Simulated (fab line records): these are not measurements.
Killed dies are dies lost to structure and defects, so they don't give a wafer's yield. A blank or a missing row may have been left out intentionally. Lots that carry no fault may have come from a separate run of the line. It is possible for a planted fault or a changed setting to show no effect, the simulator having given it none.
Which tool did it? -- flow sky130 -- 24 lots with 72 wafers sampled at 4 steps, on a route of 708 steps

## WHAT THE GAUGES READ, wafer by wafer
SKY_CONTACT_OVL_MEAS_15. Usual: for CONTACT_OVL the level is 3 nm and the standard deviation is 5.3.
lot,measured,on,CONTACT_OVL (nm),flag
L074,day 31 16:41,overlay-01,2 1 -1,
L075,day 32 01:57,overlay-02,2 1 3,
L076,day 32 06:54,overlay-01,1 4 -1,
L077,day 32 16:48,overlay-02,2 1 5,
L078,day 32 18:12,overlay-01,1 15 4,
L079,day 33 01:23,overlay-01,7 2 7,
L080,day 33 10:21,overlay-01,-1 -1 -7,
L081,day 33 17:19,overlay-02,6 9 10,
L082,day 33 23:21,overlay-01,6 1 6,
L083,day 34 09:35,overlay-02,12 14 9,
L084,day 34 18:50,overlay-02,-9 -2 -1,
L085,day 35 02:17,overlay-01,5 10 4,
L086,day 35 15:56,overlay-01,-6 1 3,
L087,day 35 22:06,overlay-02,-4 3 5,
L088,day 36 02:59,overlay-01,-2 2 -5,
L091,day 36 20:02,overlay-01,2 8 0,
L090,day 36 21:17,overlay-02,-11 5 5,
L089,day 36 22:31,overlay-01,4 0 1,
L092,day 38 03:27,overlay-02,0 -6 -8,
L093,day 38 03:53,overlay-01,14 16 4,
L094,day 38 04:43,overlay-01,2 -1 8,
L095,day 38 05:39,overlay-02,-2 10 1,
L096,day 38 05:59,overlay-01,3 5 3,
L097,day 38 14:03,overlay-02,2 3 2,

SKY_METAL2_CD_MEAS_15: the cd target is 140 nm. Usual: 139.0 nm for cd nm, sd 1.5.
lot,measured,on,cd nm (nm),flag
L074,day 35 05:45,cd sem-02,138.6 138.9 137.0,
L075,day 35 15:28,cd sem-01,137.5 137.8 138.0,
L076,day 35 20:03,cd sem-02,139.3 137.2 136.5,
L077,day 36 04:43,cd sem-02,137.6 138.6 135.8,
L078,day 36 05:32,cd sem-02,140.8 140.1 139.7,
L079,day 36 13:18,cd sem-02,138.9 140.3 139.0,
L080,day 36 23:19,cd sem-02,141.4 139.3 138.2,
L081,day 37 04:11,cd sem-02,138.7 139.4 138.7,
L082,day 37 11:35,cd sem-02,135.7 136.1 136.3,
L083,day 37 21:35,cd sem-02,141.5 140.6 141.6,
L084,day 38 06:49,cd sem-02,136.0 137.4 136.1,
L085,day 38 14:16,cd sem-02,139.9 138.3 142.0,
L086,day 39 02:29,cd sem-01,140.7 141.5 141.5,
L087,day 39 09:25,cd sem-02,139.1 138.0 138.4,
L088,day 39 12:57,cd sem-01,139.3 139.8 139.1,
L091,day 40 06:29,cd sem-02,136.2 137.9 138.7,
L090,day 40 06:59,cd sem-02,138.5 139.5 139.3,
L089,day 40 08:33,cd sem-01,138.2 137.5 139.7,
L092,day 41 09:35,cd sem-01,140.2 138.8 139.8,
L093,day 41 11:53,cd sem-02,141.7 141.4 139.7,
L094,day 41 12:30,cd sem-02,140.4 140.3 139.0,
L095,day 41 13:02,cd sem-02,139.9 139.6 138.7,
L096,day 41 15:00,cd sem-02,138.7 139.2 139.6,
L097,day 41 19:46,cd sem-02,137.8 137.7 136.5,

## EACH LOT AND THE TOOL THAT RAN IT (in order: tool; ch and the chambers of the sampled wafers; start)
lot,SKY_CONTACT_ETCH_17,SKY_METAL2_SPUTTER_03
L074,"rie diel-04 ch 0,2,3, day 31 16:46","pvd sputter-03, day 34 03:29"
L075,"rie diel-04 ch 0,1, day 32 02:02","pvd sputter-03, day 34 12:35"
L076,"rie diel-03 ch 0,1,3, day 32 06:59","pvd sputter-03, day 34 16:50"
L077,"rie diel-03 ch 1,3, day 32 16:53","pvd sputter-04, day 35 01:43"
L078,"rie diel-03 ch 0,2, day 32 18:17","pvd sputter-04, day 35 03:28"
L079,"rie diel-03 ch 1,3, day 33 01:28","pvd sputter-02, day 35 10:30"
L080,"rie diel-03 ch 1,2, day 33 10:25","pvd sputter-03, day 35 20:23"
L081,"rie diel-04 ch 1,3, day 33 17:24","pvd sputter-03, day 36 01:53"
L082,"rie diel-03 ch 0,3, day 33 23:26","pvd sputter-02, day 36 09:30"
L083,"rie diel-04 ch 0,1,3, day 34 09:40","pvd sputter-02, day 36 18:59"
L084,"rie diel-03 ch 0,1,2, day 34 18:55","pvd sputter-03, day 37 04:40"
L085,"rie diel-02 ch 0,1,2, day 35 02:22","pvd sputter-03, day 37 12:01"
L086,"rie diel-04 ch 1,2, day 35 16:01","pvd sputter-03, day 38 00:10"
L087,"rie diel-03 ch 0,1,3, day 35 22:11","pvd sputter-04, day 38 07:28"
L088,"rie diel-04 ch 0,2,3, day 36 03:04","pvd sputter-04, day 38 11:25"
L091,"rie diel-04 ch 1,2,3, day 36 20:07","pvd sputter-02, day 39 05:46"
L090,"rie diel-03 ch 0,2,3, day 36 21:22","pvd sputter-03, day 39 06:02"
L089,"rie diel-04 ch 0,2,3, day 36 22:35","pvd sputter-04, day 39 07:16"
L092,"rie diel-03 ch 0,1,2, day 38 03:32","pvd sputter-02, day 40 10:00"
L093,"rie diel-04 ch 1,2,3, day 38 03:58","pvd sputter-04, day 40 11:26"
L094,"rie diel-03 ch 1,2, day 38 04:47","pvd sputter-03, day 40 12:22"
L095,"rie diel-02 ch 0,2,3, day 38 05:44","pvd sputter-04, day 40 12:53"
L096,"rie diel-02 ch 0,2,3, day 38 06:04","pvd sputter-03, day 40 14:46"
L097,"rie diel-04 ch 1,2, day 38 14:07","pvd sputter-04, day 40 19:40"
- SKY_CONTACT_ETCH_17: etches SiO2 in C4F8/O2/Ar, stops on Si3N4, target depth 340 nm.
- SKY_METAL2_SPUTTER_03: material Ti, target thk 5 nm, time 3.3 s.

## WHAT THE TOOLS THEMSELVES READ (means of the sampled wafers that have a number; where no wafer has one, the mark that the record gives instead)
SKY_CONTACT_ETCH_17. Usual: 0.890 a.u. for oes product au, sd 0.0045.
lot,tool,oes product au (a.u.),flag
L074,rie diel-04,0.889,
L075,rie diel-04,0.885,
L076,rie diel-03,0.890,
L077,rie diel-03,0.891,
L078,rie diel-03,0.887,
L079,rie diel-03,0.892,
L080,rie diel-03,0.890,
L081,rie diel-04,0.890,
L082,rie diel-03,0.889,
L083,rie diel-04,0.894,
L084,rie diel-03,0.889,
L085,rie diel-02,0.893,
L086,rie diel-04,0.889,
L087,rie diel-03,0.892,
L088,rie diel-04,0.893,
L091,rie diel-04,0.893,
L090,rie diel-03,0.892,
L089,rie diel-04,0.885,
L092,rie diel-03,0.890,
L093,rie diel-04,0.890,
L094,rie diel-03,0.885,
L095,rie diel-02,0.888,
L096,rie diel-02,0.892,
L097,rie diel-04,0.882,

SKY_METAL2_SPUTTER_03. Usual: 30.3 % for throttle valve pct, sd 1.1.
lot,tool,throttle valve pct (%),flag
L074,pvd sputter-03,31.0,
L075,pvd sputter-03,30.8,
L076,pvd sputter-03,30.6,
L077,pvd sputter-04,30.4,
L078,pvd sputter-04,29.6,
L079,pvd sputter-02,29.6,
L080,pvd sputter-03,30.9,
L081,pvd sputter-03,30.7,
L082,pvd sputter-02,29.5,
L083,pvd sputter-02,30.1,
L084,pvd sputter-03,30.3,
L085,pvd sputter-03,30.4,
L086,pvd sputter-03,29.9,
L087,pvd sputter-04,30.5,
L088,pvd sputter-04,29.0,
L091,pvd sputter-02,28.7,
L090,pvd sputter-03,31.1,
L089,pvd sputter-04,30.4,
L092,pvd sputter-02,30.0,
L093,pvd sputter-04,29.6,
L094,pvd sputter-03,30.3,
L095,pvd sputter-04,29.6,
L096,pvd sputter-03,30.9,
L097,pvd sputter-04,29.6,

## THE ANSWER, worked out from the rows above alone
Rule: lot off if the mean of its wafers having a number is beyond 3 standard deviations from the usual mean. Also off: a lot with no number at a reading for which 4 or more lots have one. Where the step has rows for the other lots, those lots are counted as sound. After the gauges, taken in route order, come the tools' own readings; for these a lot's mean is taken, as printed above. At the first step where some lot is off, the reading lying furthest off is the one used; lots without a number count as furthest.
None of the lots is off at any reading shown; this tells nothing.

## WHAT HAD BEEN PUT IN BY THE SIMULATOR
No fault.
